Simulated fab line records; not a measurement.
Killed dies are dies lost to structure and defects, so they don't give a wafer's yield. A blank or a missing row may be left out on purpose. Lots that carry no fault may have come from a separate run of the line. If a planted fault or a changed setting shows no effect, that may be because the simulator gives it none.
fab line records -- flow sky130 -- part 1 of 2: steps 1 to 43 of 44
record lots=6, wafers=18, last_day=50
route steps=708 shown VIA3@591 METAL4@598 CAP2M@603 PAD_OPEN@708
lots that met no fault: from a run of the same line without faults
start_h: hours from the record's first day to the start of the lot's first wafer shown -- wait_h: hours from the lot's prior step to this one -- " as in the row above -- L1.1+2: one row covering several wafers at once -- - no value, or no start given -- * or withheld: withheld -- < > ~ a bound
route shown NAME@n: NAME is a module with steps in the file, n the number in the route of the first one -- usual: the fault-free wafers' mean and standard deviation -- same: alike in all rows -- chamber/n: place in a boat -- sites: the reading at each site -- _std_site: standard deviation across them -- _edge_site: the outer-site mean with the inner-site mean subtracted -- radius_mm: for every site, how far away it sits from the centre of the wafer -- mask NAME#n: copy n -- behind: the last tool/chamber to shape the wafer -- hold: why the lot was held/for how many hours/how that ended -- device: whichever transistor did not switch (one of n, p or np) -- end of line: the tests these same wafers got at the end of their route -- for a step that has no rows: nothing shown but its recipe -- killed: dies that structure and defects cost at the first sort, which is not the same as the wafer's yield -- map: per-die view of a wafer (x killed, . not killed, _ where there is no die)
set.NAME: the setting the step ran with; set.NAME@STEP: the setting that earlier step ran with -- model.NAME: the simulator's own value behind a step, which no gauge read
lots at some steps of the route; a table a step, a row a wafer
services: when a tool's chamber went out of use (start_h, in hours from the record's first day, below 0 if earlier), for how many hours, and the reason
## steps
# step SKY_VIA3_CLEAN_18
# recipe chemistry=IPA, time_s=180, temp_c=25
# step SKY_VIA3_CLEAN_19
# recipe chemistry=O3/DIW, dry=n2_spin
# step SKY_VIA3_SPUTTER_20
# recipe material=TiN, target_thk_nm=20, chamber_pressure_pa=5, power_w=4000, time_s=80
# step SKY_VIA3_CVD_21
# recipe material=W, target_thk_nm=390, time_s=117.31, temp_c=400, pressure_torr=40
# usual heater_power_w=829/48
lot.wafer,tool,chamber,start_h,wait_h,heater_power_w
L748.1,cvd_w-02,1,1002.65,0.0,809
L748.2,cvd_w-02,0,1002.65,0.0,905
L748.5,cvd_w-02,1,1002.65,0.0,772
L752.1,cvd_w-02,0,1024.25,0.0,879
L752.5,cvd_w-02,1,1024.25,0.0,799
L752.6,cvd_w-02,0,1024.25,0.0,902
L758.1,cvd_w-01,1,1058.25,0.0,891
L758.2,cvd_w-01,0,1058.25,0.0,765
L758.6,cvd_w-01,0,1058.25,0.0,762
L759.1,cvd_w-02,1,1061.34,0.0,801
L759.4,cvd_w-02,1,1061.34,0.0,801
L759.6,cvd_w-02,1,1061.34,0.0,828
L760.3,cvd_w-01,1,1071.53,0.1,882
L760.4,cvd_w-01,0,1071.53,0.1,745
L760.5,cvd_w-01,1,1071.53,0.1,881
L763.3,cvd_w-01,1,1090.34,0.1,896
L763.5,cvd_w-01,0,1090.34,0.1,745
L763.6,cvd_w-01,1,1090.34,0.1,875
# step SKY_VIA3_RS_MEAS_22
# recipe thk_meas_gauge=four-point-probe, reads=W_of_VIA3_CVD_21+TiN_of_VIA3_SPUTTER_20
# usual VIA3_W_RS=0.294/0.0033
lot.wafer,tool,chamber,start_h,wait_h,VIA3_W_RS[ohm/sq]
L748.1,film_metro-03,-,1002.77,0.1,0.295
L748.2,film_metro-03,-,1002.77,0.1,0.293
L748.5,film_metro-03,-,1002.77,0.1,0.294
L752.1,film_metro-02,-,1024.37,0.1,0.289
L752.5,film_metro-02,-,1024.37,0.1,0.290
L752.6,film_metro-02,-,1024.37,0.1,0.291
L758.1,film_metro-02,-,1058.37,0.1,0.298
L758.2,film_metro-02,-,1058.37,0.1,0.294
L758.6,film_metro-02,-,1058.37,0.1,0.295
L759.1,film_metro-02,-,1061.59,0.2,0.292
L759.4,film_metro-02,-,1061.59,0.2,0.291
L759.6,film_metro-02,-,1061.59,0.2,0.294
L760.3,film_metro-01,-,1071.65,0.1,0.297
L760.4,film_metro-01,-,1071.65,0.1,0.301
L760.5,film_metro-01,-,1071.65,0.1,0.299
L763.3,film_metro-03,-,1090.46,0.1,0.298
L763.5,film_metro-03,-,1090.46,0.1,0.296
L763.6,film_metro-03,-,1090.46,0.1,0.296
# step SKY_VIA3_THK_MEAS_23
# recipe thk_meas_gauge=xrf, reads=W_of_VIA3_CVD_21
# usual VIA3_W_THK=401/7.2
lot.wafer,tool,chamber,start_h,wait_h,VIA3_W_THK[nm]
L748.1,film_metro-03,-,1002.89,0.1,405
L748.2,film_metro-03,-,1002.89,0.1,407
L748.5,film_metro-03,-,1002.89,0.1,406
L752.1,film_metro-02,-,1024.49,0.1,404
L752.5,film_metro-02,-,1024.49,0.1,402
L752.6,film_metro-02,-,1024.49,0.1,404
L758.1,film_metro-02,-,1058.49,0.1,390
L758.2,film_metro-02,-,1058.49,0.1,392
L758.6,film_metro-02,-,1058.49,0.1,395
L759.1,film_metro-02,-,1061.71,0.1,397
L759.4,film_metro-02,-,1061.71,0.1,398
L759.6,film_metro-02,-,1061.71,0.1,393
L760.3,film_metro-01,-,1071.75,0.1,390
L760.4,film_metro-01,-,1071.75,0.1,383
L760.5,film_metro-01,-,1071.75,0.1,388
L763.3,film_metro-03,-,1090.56,0.1,405
L763.5,film_metro-03,-,1090.56,0.1,406
L763.6,film_metro-03,-,1090.56,0.1,410
# step SKY_VIA3_CMP_24
# recipe stop_on=SiO2, t_overpolish_s=20, down_force_psi=3.5, platen_rpm=60, target_thk_nm=0, pad_velocity_m_s=0.94248
# usual motor_current_A=10.5/0.66, overpolish_run_s=20.001/0.009, time_to_endpoint_s=95/4.4
lot.wafer,tool,chamber,start_h,wait_h,motor_current_A,overpolish_run_s,time_to_endpoint_s
L748.1,cmp-02,0,1002.95,0.1,9.5,20.004,95
L748.2,cmp-02,2,1002.95,0.1,10.3,19.999,98
L748.5,cmp-02,0,1002.95,0.1,9.9,19.999,95
L752.1,cmp-01,2,1024.65,0.1,9.8,19.998,88
L752.6,cmp-01,0,1024.65,0.1,10.5,19.981,89
L752.5,cmp-01,1,1024.65,0.1,10.9,19.996,96
L758.1,cmp-01,0,1058.65,0.1,10.6,20.004,90
L758.2,cmp-01,1,1058.65,0.1,11.3,19.982,95
L758.6,cmp-01,3,1058.65,0.1,12.0,20.002,96
L759.4,cmp-02,3,1061.77,0.0,10.4,19.991,101
L759.1,cmp-02,1,1061.77,0.0,10.3,19.997,102
L759.6,cmp-02,3,1061.77,0.0,10.4,19.998,96
L760.4,cmp-01,2,1071.84,0.1,9.7,19.993,83
L760.3,cmp-01,3,1071.84,0.1,11.9,19.998,92
L760.5,cmp-01,2,1071.84,0.1,10.3,19.997,85
L763.3,cmp-01,3,1090.70,0.1,11.6,20.016,93
L763.5,cmp-01,1,1090.70,0.1,11.2,19.993,98
L763.6,cmp-01,2,1090.70,0.1,10.2,19.991,88
# step SKY_METAL4_SPUTTER_00
# recipe material=Ti, target_thk_nm=15, power_w=3000, time_s=10, chamber_pressure_pa=0.4
# step SKY_METAL4_SPUTTER_01
# recipe material=TiN, target_thk_nm=20, power_w=6500, time_s=16.7, chamber_pressure_pa=0.4
# usual chamber_pressure_pa=0.3999/0.00083, throttle_valve_pct=29.9/0.79
lot.wafer,tool,chamber,start_h,wait_h,chamber_pressure_pa,throttle_valve_pct
L748.1,pvd_sputter-01,-,1003.27,0.0,0.3997,30.1
L748.2,pvd_sputter-01,-,1003.27,0.0,0.3992,28.1
L748.5,pvd_sputter-01,-,1003.27,0.0,0.3993,29.7
L752.1,pvd_sputter-01,-,1024.88,0.0,0.3995,30.1
L752.5,pvd_sputter-01,-,1024.88,0.0,0.3998,29.9
L752.6,pvd_sputter-01,-,1024.88,0.0,0.3999,30.1
L758.1,pvd_sputter-01,-,1058.87,0.0,0.4002,30.0
L758.2,pvd_sputter-01,-,1058.87,0.0,0.4006,30.0
L758.6,pvd_sputter-01,-,1058.87,0.0,0.4004,30.2
L759.1,pvd_sputter-03,-,1062.09,0.0,0.3986,29.4
L759.4,pvd_sputter-03,-,1062.09,0.0,0.3997,30.5
L759.6,pvd_sputter-03,-,1062.09,0.0,0.3987,29.7
L760.3,pvd_sputter-03,-,1072.11,0.0,0.4008,30.2
L760.4,pvd_sputter-03,-,1072.11,0.0,0.3999,29.8
L760.5,pvd_sputter-03,-,1072.11,0.0,0.4009,30.4
L763.3,pvd_sputter-03,-,1090.92,0.0,0.3986,29.2
L763.5,pvd_sputter-03,-,1090.92,0.0,0.3983,29.2
L763.6,pvd_sputter-03,-,1090.92,0.0,0.3991,30.5
# step SKY_METAL4_SPUTTER_02
# recipe material=AlCu, target_thk_nm=735, power_w=10600, time_s=39.1, chamber_pressure_pa=0.4
# usual chamber_pressure_pa=0.4000/0.00077, throttle_valve_pct=29.9/0.76
lot.wafer,tool,chamber,start_h,wait_h,chamber_pressure_pa,throttle_valve_pct
L748.1,pvd_sputter-01,-,1003.30,0.0,0.4000,30.0
L748.2,pvd_sputter-01,-,1003.30,0.0,0.4005,28.4
L748.5,pvd_sputter-01,-,1003.30,0.0,0.4012,29.7
L752.1,pvd_sputter-01,-,1024.90,0.0,0.4014,30.1
L752.5,pvd_sputter-01,-,1024.90,0.0,0.4001,29.8
L752.6,pvd_sputter-01,-,1024.90,0.0,0.4008,30.0
L758.1,pvd_sputter-01,-,1058.90,0.0,0.4020,29.8
L758.2,pvd_sputter-01,-,1058.90,0.0,0.4006,30.3
L758.6,pvd_sputter-01,-,1058.90,0.0,0.3995,30.2
L759.1,pvd_sputter-03,-,1062.12,0.0,0.3986,29.5
L759.4,pvd_sputter-03,-,1062.12,0.0,0.4010,30.1
L759.6,pvd_sputter-03,-,1062.12,0.0,0.4002,29.5
L760.3,pvd_sputter-03,-,1072.14,0.0,0.4006,30.5
L760.4,pvd_sputter-03,-,1072.14,0.0,0.4006,29.7
L760.5,pvd_sputter-03,-,1072.14,0.0,0.4000,30.5
L763.3,pvd_sputter-03,-,1090.95,0.0,0.3991,29.3
L763.5,pvd_sputter-03,-,1090.95,0.0,0.4001,29.3
L763.6,pvd_sputter-03,-,1090.95,0.0,0.4001,30.3
# step SKY_METAL4_SPUTTER_03
# recipe material=Ti, target_thk_nm=5, power_w=3000, time_s=3.3, chamber_pressure_pa=0.4
# step SKY_METAL4_SPUTTER_04
# recipe material=TiN, target_thk_nm=70, power_w=6500, time_s=58.3, chamber_pressure_pa=0.4
# step SKY_CAP2M_CVD_00
# recipe material=SiO2, target_thk_nm=15.5, temp_c=400, time_s=withheld, rf_w=450
# usual heater_power_w=746/84
lot.wafer,tool,chamber,start_h,wait_h,heater_power_w,model.SiO2_of_CAP2M_CVD_00.thk_nm
L748.1,pecvd-01,2,1003.40,0.0,734,15.02
L748.2,pecvd-01,0,1003.40,0.0,905,14.81
L748.5,pecvd-01,0,1003.40,0.0,891,15.15
L752.1,pecvd-04,0,1025.01,0.0,696,15.62
L752.5,pecvd-04,2,1025.01,0.0,721,15.7
L752.6,pecvd-04,0,1025.01,0.0,675,15.74
L758.1,pecvd-04,2,1059.00,0.0,731,7.322
L758.2,pecvd-04,1,1059.00,0.0,619,15.29
L758.6,pecvd-04,2,1059.00,0.0,713,7.437
L759.1,pecvd-04,2,1062.22,0.0,676,7.336
L759.4,pecvd-04,1,1062.22,0.0,729,15.3
L759.6,pecvd-04,0,1062.22,0.0,718,7.22
L760.3,pecvd-03,0,1072.25,0.0,665,15.57
L760.4,pecvd-03,1,1072.25,0.0,832,15.56
L760.5,pecvd-03,0,1072.25,0.0,668,15.83
L763.3,pecvd-01,1,1091.05,0.0,752,15.6
L763.5,pecvd-01,1,1091.05,0.0,769,15.79
L763.6,pecvd-01,0,1091.05,0.0,899,15.35
# step SKY_CAP2M_THK_MEAS_01
# recipe reads=SiO2_of_CAP2M_CVD_00
# usual CAP2M_CVD_00_THK=15.47/0.22
lot.wafer,tool,chamber,start_h,wait_h,CAP2M_CVD_00_THK[nm]
L748.1,film_metro-01,-,1003.44,-,15.00
L748.2,film_metro-01,-,1003.44,-,14.78
L748.5,film_metro-01,-,1003.44,-,15.11
L752.1,film_metro-04,-,1025.04,-,15.61
L752.5,film_metro-04,-,1025.04,-,15.68
L752.6,film_metro-04,-,1025.04,-,15.69
L758.1,film_metro-01,-,1059.03,-,7.30
L758.2,film_metro-01,-,1059.03,-,15.34
L758.6,film_metro-01,-,1059.03,-,7.40
L759.1,film_metro-02,-,1062.24,-,7.37
L759.4,film_metro-02,-,1062.24,-,15.35
L759.6,film_metro-02,-,1062.24,-,7.26
L760.3,film_metro-01,-,1072.30,-,15.54
L760.4,film_metro-01,-,1072.30,-,15.55
L760.5,film_metro-01,-,1072.30,-,15.84
L763.3,film_metro-01,-,1091.10,-,15.57
L763.5,film_metro-01,-,1091.10,-,15.78
L763.6,film_metro-01,-,1091.10,-,15.37
# step SKY_CAP2M_SPUTTER_02
# recipe material=TiN, target_thk_nm=200, temp_c=300, power_w=6500, time_s=166.7, chamber_pressure_pa=0.4
# step SKY_CAP2M_RS_MEAS_03
# recipe thk_meas_gauge=four-point-probe, reads=TiN_of_CAP2M_SPUTTER_02
# usual CAP2M_TIN_RS=6.88/0.076
lot.wafer,tool,chamber,start_h,wait_h,CAP2M_TIN_RS[ohm/sq]
L748.1,film_metro-02,-,1003.60,0.1,6.91
L748.2,film_metro-02,-,1003.60,0.1,6.98
L748.5,film_metro-02,-,1003.60,0.1,6.88
L752.1,film_metro-01,-,1025.21,0.1,7.02
L752.5,film_metro-01,-,1025.21,0.1,7.03
L752.6,film_metro-01,-,1025.21,0.1,7.00
L758.1,film_metro-02,-,1059.19,0.1,6.94
L758.2,film_metro-02,-,1059.19,0.1,6.89
L758.6,film_metro-02,-,1059.19,0.1,6.96
L759.1,film_metro-04,-,1062.41,0.1,6.87
L759.4,film_metro-04,-,1062.41,0.1,6.78
L759.6,film_metro-04,-,1062.41,0.1,6.79
L760.3,film_metro-04,-,1072.48,0.1,6.84
L760.4,film_metro-04,-,1072.48,0.1,6.80
L760.5,film_metro-04,-,1072.48,0.1,6.80
L763.3,film_metro-04,-,1091.28,0.1,6.82
L763.5,film_metro-04,-,1091.28,0.1,6.78
L763.6,film_metro-04,-,1091.28,0.1,6.81
# step SKY_CAP2M_THK_MEAS_04
# recipe thk_meas_gauge=xrf, reads=TiN_of_CAP2M_SPUTTER_02
# usual CAP2M_TIN_THK=202.2/2.6
lot.wafer,tool,chamber,start_h,wait_h,CAP2M_TIN_THK[nm]
L748.1,film_metro-02,-,1003.72,0.1,198.5
L748.2,film_metro-02,-,1003.72,0.1,196.4
L748.5,film_metro-02,-,1003.72,0.1,198.7
L752.1,film_metro-01,-,1025.33,0.1,198.7
L752.5,film_metro-01,-,1025.33,0.1,199.1
L752.6,film_metro-01,-,1025.33,0.1,200.0
L758.1,film_metro-02,-,1059.31,0.1,200.0
L758.2,film_metro-02,-,1059.31,0.1,200.1
L758.6,film_metro-02,-,1059.31,0.1,198.2
L759.1,film_metro-04,-,1062.53,0.1,202.9
L759.4,film_metro-04,-,1062.53,0.1,205.3
L759.6,film_metro-04,-,1062.53,0.1,204.7
L760.3,film_metro-04,-,1072.58,0.1,202.8
L760.4,film_metro-04,-,1072.58,0.1,204.7
L760.5,film_metro-04,-,1072.58,0.1,205.4
L763.3,film_metro-04,-,1091.38,0.1,204.0
L763.5,film_metro-04,-,1091.38,0.1,204.7
L763.6,film_metro-04,-,1091.38,0.1,204.1
# step SKY_CAP2M_DEHYDRATE_05
# recipe temp_c=200, time_s=60
# step SKY_CAP2M_HMDS_06
# recipe prime_time_s=60, prime_temp_c=120
# step SKY_CAP2M_COAT_07
# recipe resist=NOVOLAK, spin_rpm=3000, resist_thk_nm=1140
# step SKY_CAP2M_SOFTBAKE_08
# recipe temp_c=90, time_s=60, resist=NOVOLAK
# step SKY_CAP2M_EXPOSE_09
# recipe mask_id=CAP2M, na=0.6, source_shape=conventional, sigma_outer=0.6, polarization=unpolarized, target_cd_nm=1000, dose_mj=159
# step SKY_CAP2M_PEB_10
# recipe temp_c=withheld, time_s=*, resist=NOVOLAK
# step SKY_CAP2M_DEVELOP_11
# recipe resist=NOVOLAK, developer=TMAH, develop_time_s=60, dev_temp_c=23
# step SKY_CAP2M_OVL_MEAS_12
# usual CAP2M_OVL=-1.4/1.2
lot.wafer,tool,chamber,start_h,wait_h,CAP2M_OVL[nm]
L748.1,overlay-02,-,1024.01,0.1,-1.3
L748.2,overlay-02,-,1024.01,0.1,-2.1
L748.5,overlay-02,-,1024.01,0.1,0.2
L752.1,overlay-01,-,1043.69,0.1,0.4
L752.5,overlay-01,-,1043.69,0.1,-1.4
L752.6,overlay-01,-,1043.69,0.1,-1.7
L758.1,overlay-01,-,1080.89,0.1,0.6
L758.2,overlay-01,-,1080.89,0.1,0.2
L758.6,overlay-01,-,1080.89,0.1,1.7
L759.1,overlay-01,-,1084.86,0.1,-1.3
L759.4,overlay-01,-,1084.86,0.1,-3.0
L759.6,overlay-01,-,1084.86,0.1,-3.2
L760.3,overlay-02,-,1093.80,0.1,-2.1
L760.4,overlay-02,-,1093.80,0.1,-1.7
L760.5,overlay-02,-,1093.80,0.1,-0.6
L763.3,overlay-02,-,1111.70,0.1,-1.6
L763.5,overlay-02,-,1111.70,0.1,-1.3
L763.6,overlay-02,-,1111.70,0.1,-0.8
# step SKY_CAP2M_METAL_ETCH_13
# recipe target_depth_nm=220, stop_on=SiO2, chemistry=Cl2/BCl3, target=TiN, pressure_mtorr=10, icp_w=900, bias_w=48.5, Cl2_flow_sccm=60, bcl3_flow_sccm=30, time_s=62.9
# step SKY_CAP2M_STRIP_14
# recipe chemistry=O2/N2, power_w=1400, pressure_mtorr=1500, platen_temp_c=withheld, o2_flow_sccm=3000, n2_flow_sccm=300, overash_fraction=0.5
# step SKY_CAP2M_STRIP_15
# recipe chemistry=post_etch_residue_remover, time_s=1200, temp_c=72.5
# step SKY_CAP2M_CLEAN_16
# recipe chemistry=IPA, time_s=180, temp_c=25
# step SKY_CAP2M_CLEAN_17
# recipe chemistry=O3/DIW, dry=n2_spin
# step SKY_METAL4_DEHYDRATE_05
# recipe temp_c=200, time_s=60
# step SKY_METAL4_HMDS_06
# recipe prime_time_s=60, prime_temp_c=120
# step SKY_METAL4_COAT_07
# recipe resist=BARC, temp_c=withheld, time_s=withheld, spin_rpm=3000, resist_thk_nm=60
# step SKY_METAL4_COAT_08
# recipe resist=KrF-thick, spin_rpm=3000, resist_thk_nm=1140
# step SKY_METAL4_SOFTBAKE_09
# recipe temp_c=100, time_s=90, resist=KrF-thick
# step SKY_METAL4_EXPOSE_10
# recipe mask_id=MM4, na=0.68, source_shape=annular, sigma_inner=0.4, sigma_outer=0.8, target_cd_nm=300, dose_mj=28
# step SKY_METAL4_PEB_11
# recipe peb_temp_c=withheld, peb_time_s=withheld, resist=KrF-thick
# step SKY_METAL4_DEVELOP_12
# recipe develop_time_s=60, resist=KrF-thick, dev_temp_c=21
# step SKY_METAL4_CD_MEAS_13
# recipe target_cd_nm=300
# usual cd_nm=299.4/1.6
lot.wafer,tool,chamber,start_h,wait_h,cd_nm
L748.1,cd_sem-02,-,1043.39,-,300.3
L748.2,cd_sem-02,-,1043.39,-,300.9
L748.5,cd_sem-02,-,1043.39,-,300.4
L752.1,cd_sem-01,-,1068.14,-,300.7
L752.5,cd_sem-01,-,1068.14,-,298.3
L752.6,cd_sem-01,-,1068.14,-,298.0
L758.1,cd_sem-02,-,1103.14,-,300.0
L758.2,cd_sem-02,-,1103.14,-,300.0
L758.6,cd_sem-02,-,1103.14,-,299.7
L759.1,cd_sem-01,-,1106.44,-,301.0
L759.4,cd_sem-01,-,1106.44,-,300.4
L759.6,cd_sem-01,-,1106.44,-,300.4
L760.3,cd_sem-01,-,1114.97,-,299.6
L760.4,cd_sem-01,-,1114.97,-,298.1
L760.5,cd_sem-01,-,1114.97,-,298.8
L763.3,cd_sem-01,-,1132.22,-,300.5
L763.5,cd_sem-01,-,1132.22,-,301.4
L763.6,cd_sem-01,-,1132.22,-,300.7
# step SKY_METAL4_OVL_MEAS_14
# usual METAL4_OVL=1/6
lot.wafer,tool,chamber,start_h,wait_h,METAL4_OVL[nm]
L748.1,overlay-02,-,1043.51,0.1,5
L748.2,overlay-02,-,1043.51,0.1,-1
L748.5,overlay-02,-,1043.51,0.1,-4
L752.1,overlay-02,-,1068.26,0.1,5
L752.5,overlay-02,-,1068.26,0.1,8
L752.6,overlay-02,-,1068.26,0.1,-1
L758.1,overlay-01,-,1103.26,0.1,3
L758.2,overlay-01,-,1103.26,0.1,0
L758.6,overlay-01,-,1103.26,0.1,-2
L759.1,overlay-01,-,1106.56,0.1,-5
L759.4,overlay-01,-,1106.56,0.1,0
L759.6,overlay-01,-,1106.56,0.1,0
L760.3,overlay-02,-,1115.06,0.1,-2
L760.4,overlay-02,-,1115.06,0.1,-8
L760.5,overlay-02,-,1115.06,0.1,8
L763.3,overlay-02,-,1132.31,0.1,4
L763.5,overlay-02,-,1132.31,0.1,2
L763.6,overlay-02,-,1132.31,0.1,-3
# step SKY_METAL4_DESCUM_15
# recipe chemistry=O2, source_power_w=150, bias_power_w=0, pressure_mtorr=10, temp_c=40, time_s=8
# step SKY_METAL4_ETCH_16
# recipe chemistry=N2/H2, target=BARC, ion_energy_ev=200, bias_w=100, pressure_mtorr=30, n2_flow_sccm=100, h2_flow_sccm=200, icp_w=500, stop_on=SiO2, time_s=88.2, target_depth_a=600
# usual drypump_motor_current_A=5.3/0.4, oes_product_au=0.625/0.0046, throttle_valve_pct=13.205/0.0093
lot.wafer,tool,chamber,start_h,wait_h,drypump_motor_current_A,oes_product_au,rf_hours_counter_h,throttle_valve_pct
L748.1,rie_metal-03,1,1043.57,0.0,5.0,0.625,8.6,13.211
L748.2,rie_metal-03,0,1043.57,0.0,5.3,0.628,10.0,13.205
L748.5,rie_metal-03,1,1043.57,0.0,5.0,0.631,-,13.226
L752.1,rie_metal-03,1,1068.32,0.0,4.9,0.627,10.3,13.210
L752.5,rie_metal-03,0,1068.32,0.0,5.3,0.625,-,13.204
L752.6,rie_metal-03,1,1068.32,0.0,5.0,0.624,-,13.219
L758.1,rie_metal-03,1,1103.32,0.0,4.9,0.624,13.1,13.199
L758.2,rie_metal-03,0,1103.32,0.0,5.3,0.633,14.5,13.213
L758.6,rie_metal-03,1,1103.32,0.0,4.9,0.633,-,13.204
L759.1,rie_metal-02,0,1106.62,0.0,4.9,0.626,12.8,13.199
L759.4,rie_metal-02,1,1106.62,0.0,6.1,0.624,-,13.200
L759.6,rie_metal-02,0,1106.62,0.0,4.9,0.616,-,13.222
L760.3,rie_metal-04,0,1115.15,0.0,5.2,0.622,-,13.212
L760.4,rie_metal-04,1,1115.15,0.0,5.8,0.622,-,13.222
L760.5,rie_metal-04,0,1115.15,0.0,5.2,0.619,-,13.190
L763.3,rie_metal-03,0,1132.40,0.0,5.3,0.629,-,13.206
L763.5,rie_metal-03,0,1132.40,0.0,5.3,0.625,-,13.197
L763.6,rie_metal-03,1,1132.40,0.0,5.0,0.623,-,13.216
# step SKY_METAL4_ETCH_17
# recipe target=SiO2, stop_on=TiN, chemistry=C4F8/O2/Ar, source_w=1500, bias_w=1200, pressure_mtorr=40, c4f8_flow_sccm=withheld, O2_flow_sccm=6, Ar_flow_sccm=300, time_s=3.9, target_depth_a=150
# usual oes_product_au=0.754/0.0073
lot.wafer,tool,chamber,start_h,wait_h,oes_product_au,rf_hours_counter_h,model.etch.depth_nm
L748.1,rie_diel-04,1,1043.67,0.1,0.738,27,15.02
L748.2,rie_diel-04,3,1043.67,0.1,0.736,16,14.81
L748.5,rie_diel-04,3,1043.67,0.1,0.749,-,15.15
L752.1,rie_diel-02,3,1068.42,0.1,0.767,13,15.62
L752.5,rie_diel-02,2,1068.42,0.1,0.754,-,15.7
L752.6,rie_diel-02,3,1068.42,0.1,0.760,-,15.74
L758.1,rie_diel-02,2,1103.42,0.1,0.547,11,7.322
L758.2,rie_diel-02,3,1103.42,0.1,0.752,14,15.29
L758.6,rie_diel-02,2,1103.42,0.1,0.557,-,7.437
L759.1,rie_diel-04,2,1106.72,0.1,0.551,19,7.336
L759.4,rie_diel-04,1,1106.72,0.1,0.750,29,15.3
L759.6,rie_diel-04,3,1106.72,0.1,0.552,-,7.22
L760.3,rie_diel-04,0,1115.21,0.0,0.768,25,15.57
L760.4,rie_diel-04,3,1115.21,0.0,0.745,18,15.56
L760.5,rie_diel-04,0,1115.21,0.0,0.769,-,15.83
L763.3,rie_diel-04,3,1132.46,0.0,0.759,19,15.6
L763.5,rie_diel-04,2,1132.46,0.0,0.767,-,15.79
L763.6,rie_diel-04,1,1132.46,0.0,0.746,-,15.35
## key
first_sign step=SKY_CAP2M_THK_MEAS_01, reading=CAP2M_CVD_00_THK, direction=down, sigmas=37, usual=15.47, struck=7.33
effect step=SKY_METAL4_ETCH_17, reading=oes_product_au, direction=down, sigmas=27, usual=0.754, struck=0.552
model_effect step=SKY_CAP2M_CVD_00, value=SiO2_of_CAP2M_CVD_00.thk_nm, without=15.54, struck=7.329
model_effect step=SKY_METAL4_ETCH_17, value=etch.depth_nm, without=15.54, struck=7.329
model_effect step=SKY_PAD_OPEN_PROBE_99, value=etest.tester.sort_n_pass, without=398, struck=0
met_at SKY_CAP2M_CVD_00
struck_wafers L758.1,L758.6,L759.1,L759.6
onset_between 1025.01 1059.00
fault kind=process_parameter_drift, tool=pecvd-04, chamber=-, onset_h=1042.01, steps=SKY_CAP2M_CVD_00, channel=target_thk_nm, offset=-8.2103, shape=step, end_h=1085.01, scope=struck_wafers_only, acts_in=these_recipes_only, stated=15.5
